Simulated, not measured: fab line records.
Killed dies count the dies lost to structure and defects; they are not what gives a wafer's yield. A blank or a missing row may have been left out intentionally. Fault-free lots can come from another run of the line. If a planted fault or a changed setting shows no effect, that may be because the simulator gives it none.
fab line records	flow sfqLine
[record] lots = 6	wafers = 18	lastDay = 84
route steps=325 shown I5@235 C5@240
lots that met no fault: taken from a fault-free run of the same line
startH: hours from the record's first day to the start of the lot's first wafer shown	waitH: hours since the lot's step before	" same as the row above	L1.1+2: a row that stands for several wafers	- no value, or no start given	* or withheld: withheld	< > ~ a bound
route shown NAME@n: a module of which the file shows steps, and the number in the route of the first	usual: mean/standard deviation taken from wafers without a fault	same: alike in all rows	chamber/n: place in a boat	sites: the reading at each site	_std_site: their standard deviation	_edge_site: the outer-site mean with the inner-site mean subtracted	radiusMm: for every site, how far away it sits from the centre of the wafer	mask NAME#n: copy n	behind: the tool/chamber that last shaped the wafer	hold: why the lot was held/for how many hours/how that ended	device: the transistor (n, p or np) that didn't switch	end of line: the same wafers' tests at the end of the route	step lacking rows: just its recipe	killed: the dies lost at the first sort to structure and to defects; this is not the yield of the wafer	map: a wafer's dies, marking killed ones x, the rest . and places with no die _
set.NAME: the setting as run; set.NAME@STEP: as run at that earlier step	model.NAME: the simulator's own value behind a step, which no gauge read
lots at selected steps of the route; one table per step, one row per wafer
services: the hour from which a tool's chamber was out of use, counted from the record's first day as startH (under 0 if before that day), plus the number of hours and why
[[steps]]
[step SFQ_I5_OVL_MEAS_936]
[usual] I5_OVL = 0/6.1
lot.wafer	tool	chamber	startH	waitH	I5_OVL[nm]
L123.1	overlay-01	-	1405.39	0.1	2
L123.3	"	-	"	"	3
L123.4	"	-	"	"	5
L128.1	overlay-02	-	1450.67	0.1	3
L128.3	"	-	"	"	1
L128.6	"	-	"	"	3
L135.1	overlay-01	-	1520.39	0.1	-8
L135.5	"	-	"	"	-5
L135.6	"	-	"	"	-5
L136.3	overlay-02	-	1537.20	0.1	-3
L136.4	"	-	"	"	-8
L136.5	"	-	"	"	-5
L145.1	overlay-02	-	1653.39	0.1	4
L145.4	"	-	"	"	4
L145.6	"	-	"	"	3
L146.2	overlay-02	-	1654.60	0.1	7
L146.3	"	-	"	"	2
L146.6	"	-	"	"	5
[step SFQ_TRILAYER_I5_BARC_OPEN_VIA_ETCH_200]
[recipe] maskMaterial = PR	chemistry = O2	targetDepthNm = 125	target = BARC	sourceW = 500	biasW = 80	pressureMtorr = 30	timeS = 41.7
[usual] biasW = 79.99/0.24	drypumpMotorCurrentA = 5.6/0.35	oesProductAu = 0.682/0.0045	runLengthS = 70.2/0.42
lot.wafer	tool	chamber	startH	waitH	biasW	drypumpMotorCurrentA	oesProductAu	rfHoursCounterH	runLengthS
L123.1	rieDiel-02	0	1405.43	0.0	79.99	5.5	0.683	15	70.5
L123.3	"	1	"	"	79.92	5.7	0.683	18	69.5
L123.4	"	2	"	"	79.83	4.9	0.677	18	70.7
L128.1	rieDiel-03	3	1450.70	0.0	80.27	5.8	0.682	1	69.9
L128.3	"	0	"	"	80.40	5.4	0.681	12	69.6
L128.6	"	1	"	"	79.73	5.6	0.688	-	70.3
L135.1	rieDiel-02	3	1520.43	0.0	79.93	5.4	0.688	21	70.0
L135.5	"	0	"	"	80.02	5.5	0.681	-	70.3
L135.6	"	1	"	"	80.30	5.7	0.676	-	69.4
L136.3	rieDiel-01	2	1537.23	0.0	79.76	5.8	0.685	2	70.1
L136.4	"	2	"	"	79.72	5.8	0.683	-	69.9
L136.5	"	0	"	"	80.04	6.1	0.679	-	70.8
L145.1	rieDiel-03	2	1653.43	0.0	79.89	5.8	0.682	17	69.9
L145.4	"	1	"	"	80.01	5.6	0.679	17	70.7
L145.6	"	2	"	"	79.69	5.8	0.677	-	70.2
L146.2	rieDiel-02	1	1654.63	0.0	79.76	5.7	0.676	22	69.5
L146.3	"	2	"	"	80.61	4.9	0.678	1	70.4
L146.6	"	2	"	"	79.69	4.9	0.683	-	70.2
[step SFQ_TRILAYER_I5_ETCH_VIA_ETCH_147]
[recipe] stopOn = Nb	maskMaterial = PR	chemistry = CHF3	targetDepthNm = 360	sourceW = 500	biasW = 80	pressureMtorr = 30	timeS = withheld
[usual] biasW = 80.05/0.26	drypumpMotorCurrentA = 5.6/0.35	oesProductAu = 0.987/0.0065
lot.wafer	tool	chamber	startH	waitH	biasW	drypumpMotorCurrentA	oesProductAu
L123.1	rieDiel-02	0	1405.47	0.0	80.01	5.5	0.983
L123.3	"	1	"	"	79.79	5.6	0.987
L123.4	"	2	"	"	80.32	5.0	0.979
L128.1	rieDiel-03	3	1450.74	0.0	80.54	5.8	0.993
L128.3	"	0	"	"	80.59	5.4	0.982
L128.6	"	1	"	"	80.34	5.6	0.995
L135.1	rieDiel-02	3	1520.47	0.0	80.31	5.4	0.968
L135.5	"	0	"	"	80.46	5.5	0.991
L135.6	"	1	"	"	79.66	5.7	0.989
L136.3	rieDiel-01	2	1537.27	0.0	79.89	5.8	0.989
L136.4	"	2	"	"	80.08	5.8	0.988
L136.5	"	0	"	"	80.01	6.1	0.981
L145.1	rieDiel-03	2	1653.47	0.0	80.18	5.8	0.982
L145.4	"	1	"	"	80.03	5.6	0.988
L145.6	"	2	"	"	80.11	5.8	0.990
L146.2	rieDiel-02	1	1654.67	0.0	79.49	5.7	0.993
L146.3	"	2	"	"	80.23	5.0	1.000
L146.6	"	2	"	"	80.48	5.0	0.995
[step SFQ_TRILAYER_I5_STRIP_STRIP_148]
[recipe] gas = O2	powerW = 200	platenTempC = 40	overashFraction = 0.65	chemistry = O2	pressureMtorr = 50
[usual] drypumpMotorCurrentA = 5.4/0.38	oesProductAu = 0.997/0.0076
lot.wafer	tool	chamber	startH	waitH	drypumpMotorCurrentA	oesProductAu	rfHoursCounterH
L123.1	rieMetal-02	1	1405.62	-	5.4	0.994	24
L123.3	"	1	"	"	5.4	0.994	-
L123.4	"	0	"	"	4.7	1.003	-
L128.1	rieMetal-01	1	1450.89	-	5.5	0.998	2
L128.3	"	0	"	"	5.9	1.008	-
L128.6	"	0	"	"	5.9	0.999	-
L135.1	rieMetal-01	0	1520.62	-	5.9	0.999	36
L135.5	"	0	"	"	5.9	1.005	-
L135.6	"	1	"	"	5.5	0.993	-
L136.3	rieMetal-01	0	1537.62	-	5.9	1.005	-
L136.4	"	1	"	"	5.5	0.989	-
L136.5	"	0	"	"	5.9	0.997	-
L145.1	rieMetal-02	1	1653.62	-	5.4	0.995	56
L145.4	"	0	"	"	4.7	0.987	-
L145.6	"	0	"	"	4.7	0.992	-
L146.2	rieMetal-01	1	1654.82	-	5.5	0.991	27
L146.3	"	0	"	"	5.9	0.986	-
L146.6	"	1	"	"	5.5	0.990	-
[step SFQ_TRILAYER_I5_STRIP_SOLV_CLEAN_149]
[recipe] chemistry = NMP	tempC = 70	timeS = 600
[step SFQ_TRILAYER_C5_LITHO_COAT_156]
[recipe] resist = BARC	spinRpm = 3000	resistThkNm = 62
[step SFQ_TRILAYER_C5_LITHO_COAT_151]
[recipe] resist = KrF	spinRpm = 3000	resistThkNm = 650
[step SFQ_TRILAYER_C5_LITHO_SOFTBAKE_155]
[recipe] tempC = withheld	timeS = withheld	resist = KrF
[step SFQ_TRILAYER_C5_LITHO_EXPOSE_152]
[recipe] maskId = C5	na = 0.6	sourceShape = conventional	sigmaOuter = 0.65	targetCdNm = 500	doseMj = 21.3
[step SFQ_TRILAYER_C5_LITHO_PEB_154]
[recipe] pebTempC = 115	pebTimeS = 60	resist = KrF
[step SFQ_TRILAYER_C5_LITHO_DEVELOP_153]
[recipe] timeS = 60	resist = KrF
[step SFQ_C5_OVL_MEAS_937]
[usual] C5_OVL = 2/5.6
lot.wafer	tool	chamber	startH	waitH	C5_OVL[nm]
L123.1	overlay-01	-	1408.64	0.1	6
L123.3	"	-	"	"	6
L123.4	"	-	"	"	4
L128.1	overlay-01	-	1457.02	0.1	-5
L128.3	"	-	"	"	-3
L128.6	"	-	"	"	-8
L135.1	overlay-02	-	1523.77	0.1	-3
L135.5	"	-	"	"	-4
L135.6	"	-	"	"	-3
L136.3	overlay-01	-	1540.45	0.1	4
L136.4	"	-	"	"	2
L136.5	"	-	"	"	3
L145.1	overlay-02	-	1744.35	0.1	1
L145.4	"	-	"	"	1
L145.6	"	-	"	"	7
L146.2	overlay-02	-	1747.96	0.1	6
L146.3	"	-	"	"	-6
L146.6	"	-	"	"	-6
[step SFQ_TRILAYER_C5_BARC_OPEN_VIA_ETCH_210]
[recipe] maskMaterial = PR	chemistry = O2	targetDepthNm = 125	target = BARC	sourceW = 500	biasW = 80	pressureMtorr = 30	timeS = 41.7
[usual] biasW = 80.01/0.22	drypumpMotorCurrentA = 5.6/0.33	oesProductAu = 0.685/0.0045	runLengthS = 70.1/0.51
lot.wafer	tool	chamber	startH	waitH	biasW	drypumpMotorCurrentA	oesProductAu	rfHoursCounterH	runLengthS	model.KrF_of_TRILAYER_C5_LITHO_COAT_151.thkNm
L123.1	rieDiel-04	3	1408.68	0.0	80.06	5.8	0.680	11	69.4	575.8
L123.3	"	0	"	"	80.05	5.7	0.688	9	69.6	577.9
L123.4	"	1	"	"	80.20	5.4	0.684	-	70.6	577.5
L128.1	rieDiel-02	3	1457.05	0.0	79.84	5.4	0.691	20	70.4	577.6
L128.3	"	1	"	"	79.82	5.7	0.685	19	69.5	578
L128.6	"	1	"	"	80.01	5.7	0.684	-	69.3	579.4
L135.1	rieDiel-04	2	1523.80	0.0	80.01	5.7	0.621	17	82.3	563.9
L135.5	"	0	"	"	79.73	5.7	0.619	-	81.4	563.3
L135.6	"	3	"	"	79.78	5.8	0.629	-	81.0	563.8
L136.3	rieDiel-04	0	1540.48	0.0	80.37	5.7	0.621	11	81.3	565.4
L136.4	"	2	"	"	80.05	5.8	0.621	-	81.8	565.2
L136.5	"	3	"	"	80.24	5.8	0.617	-	81.1	564.6
L145.1	rieDiel-04	3	1744.39	0.0	80.24	5.8	0.685	15	69.2	576.8
L145.4	"	2	"	"	79.97	5.8	0.681	1	70.7	577.3
L145.6	"	2	"	"	80.24	5.8	0.688	-	70.2	576.5
L146.2	rieDiel-02	0	1747.99	0.0	79.54	5.5	0.685	20	70.0	576.8
L146.3	"	3	"	"	80.32	5.3	0.688	1	70.1	578.4
L146.6	"	2	"	"	79.63	4.9	0.686	-	70.7	578.8
[step SFQ_TRILAYER_C5_ETCH_VIA_ETCH_154]
[recipe] target = SiO2	maskMaterial = PR	chemistry = CHF3	targetDepthNm = 84	sourceW = 500	biasW = 80	pressureMtorr = 30	timeS = withheld	stopOn = Nb
[usual] biasW = 80.02/0.24	drypumpMotorCurrentA = 5.6/0.33	oesProductAu = 0.895/0.0082
lot.wafer	tool	chamber	startH	waitH	biasW	drypumpMotorCurrentA	oesProductAu	model.KrF_of_TRILAYER_C5_LITHO_COAT_151.thkNm
L123.1	rieDiel-04	3	1408.72	0.0	79.90	5.8	0.897	561.3
L123.3	"	0	"	"	80.08	5.7	0.888	563.7
L123.4	"	1	"	"	79.85	5.3	0.903	563
L128.1	rieDiel-02	3	1457.09	0.0	80.23	5.3	0.882	563.1
L128.3	"	1	"	"	80.14	5.7	0.889	563.6
L128.6	"	1	"	"	79.88	5.7	0.899	564.9
L135.1	rieDiel-04	2	1523.84	0.0	80.65	5.8	0.896	549.5
L135.5	"	0	"	"	80.25	5.7	0.907	549
L135.6	"	3	"	"	80.15	5.8	0.903	549.5
L136.3	rieDiel-04	0	1540.52	0.0	80.35	5.8	0.884	551
L136.4	"	2	"	"	79.94	5.7	0.902	550.8
L136.5	"	3	"	"	80.10	5.8	0.900	549.9
L145.1	rieDiel-04	3	1744.43	0.0	79.70	5.8	0.899	562.3
L145.4	"	2	"	"	79.46	5.8	0.904	563
L145.6	"	2	"	"	79.73	5.8	0.905	562.3
L146.2	rieDiel-02	0	1748.03	0.0	79.48	5.5	0.880	562.1
L146.3	"	3	"	"	80.38	5.4	0.897	563.8
L146.6	"	2	"	"	80.12	4.9	0.886	564.1
[step SFQ_TRILAYER_C5_STRIP_STRIP_155]
[recipe] gas = O2	powerW = 200	platenTempC = 40	overashFraction = 0.65	chemistry = O2	pressureMtorr = 50
[usual] drypumpMotorCurrentA = 5.4/0.43	oesProductAu = 1.003/0.01
lot.wafer	tool	chamber	startH	waitH	drypumpMotorCurrentA	oesProductAu	rfHoursCounterH
L123.1	rieMetal-04	0	1408.76	-	6.1	1.000	44
L123.3	"	0	"	"	6.1	1.008	-
L123.4	"	1	"	"	5.7	1.005	-
L128.1	rieMetal-03	1	1457.14	-	5.3	1.005	88
L128.3	"	1	"	"	5.3	0.996	-
L128.6	"	1	"	"	5.3	1.002	-
L135.1	rieMetal-03	0	1523.89	-	5.5	1.005	16
L135.5	"	1	"	"	5.3	1.013	-
L135.6	"	0	"	"	5.5	1.013	-
L136.3	rieMetal-02	1	1540.76	-	5.4	0.987	-
L136.4	"	0	"	"	4.7	0.987	-
L136.5	"	0	"	"	4.7	0.984	-
L145.1	rieMetal-03	0	1744.47	-	5.5	1.008	42
L145.4	"	1	"	"	5.2	1.009	-
L145.6	"	0	"	"	5.5	1.008	-
L146.2	rieMetal-02	0	1748.07	-	4.7	1.009	66
L146.3	"	0	"	"	4.7	1.001	-
L146.6	"	0	"	"	4.7	1.012	-
[[services]]
tool	chamber	startH	hours	kind
rieDiel-04	2	1402.94	16.3	repair
rieMetal-03	-	1423.99	2.8	pm
rieDiel-02	1	1435.15	2.8	repair
rieDiel-04	0	1437.96	11.0	repair
rieDiel-03	3	1454.79	23.4	repair
rieDiel-04	2	1461.70	5.4	repair
rieDiel-01	1	1464.20	5.3	repair
rieMetal-03	1	1479.73	7.8	repair
rieDiel-03	0	1496.92	2.2	repair
rieDiel-01	-	1497.49	1.1	repair
rieDiel-03	1	1502.50	3.4	repair
rieDiel-02	2	1508.96	2.8	repair
rieDiel-04	1	1510.22	60.7	repair
rieDiel-03	-	1555.22	1.1	repair
rieMetal-03	-	1581.46	14.6	pm
rieDiel-04	1	1591.04	7.2	repair
rieDiel-04	-	1596.31	2.8	pm
rieDiel-03	2	1608.79	3.0	repair
rieDiel-03	-	1635.77	14.6	pm
rieMetal-01	0	1643.39	6.0	repair
rieDiel-04	3	1650.05	6.5	repair
rieDiel-04	-	1662.88	0.8	repair
rieDiel-02	-	1683.97	0.5	repair
rieDiel-02	-	1685.44	1.0	repair
[[key]]
[firstSign] step = SFQ_TRILAYER_C5_BARC_OPEN_VIA_ETCH_210	reading = runLengthS	direction = up	sigmas = 22	usual = *	struck = *
[effect] step = SFQ_TRILAYER_C5_BARC_OPEN_VIA_ETCH_210	reading = oesProductAu	direction = down	sigmas = 14	usual = 0.685	struck = 0.621
[modelEffect] step = SFQ_TRILAYER_C5_BARC_OPEN_VIA_ETCH_210	value = KrF_of_TRILAYER_C5_LITHO_COAT_151.thkNm	without = 577.6	struck = 564.3
[modelEffect] step = SFQ_TRILAYER_C5_ETCH_VIA_ETCH_154	value = KrF_of_TRILAYER_C5_LITHO_COAT_151.thkNm	without = 563.1	struck = 549.9
metAt SFQ_TRILAYER_C5_BARC_OPEN_VIA_ETCH_210
struckWafers L135.1,L135.5,L135.6,L136.3,L136.4,L136.5
onsetBetween 1408.68 1523.80
[fault] kind = processParameterDrift	tool = rieDiel-04	chamber = -	onsetH = 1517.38	steps = SFQ_TRILAYER_C5_BARC_OPEN_VIA_ETCH_210	channel = timeS	offset = *	shape = step	endH = 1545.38	actsIn = *	stated = *
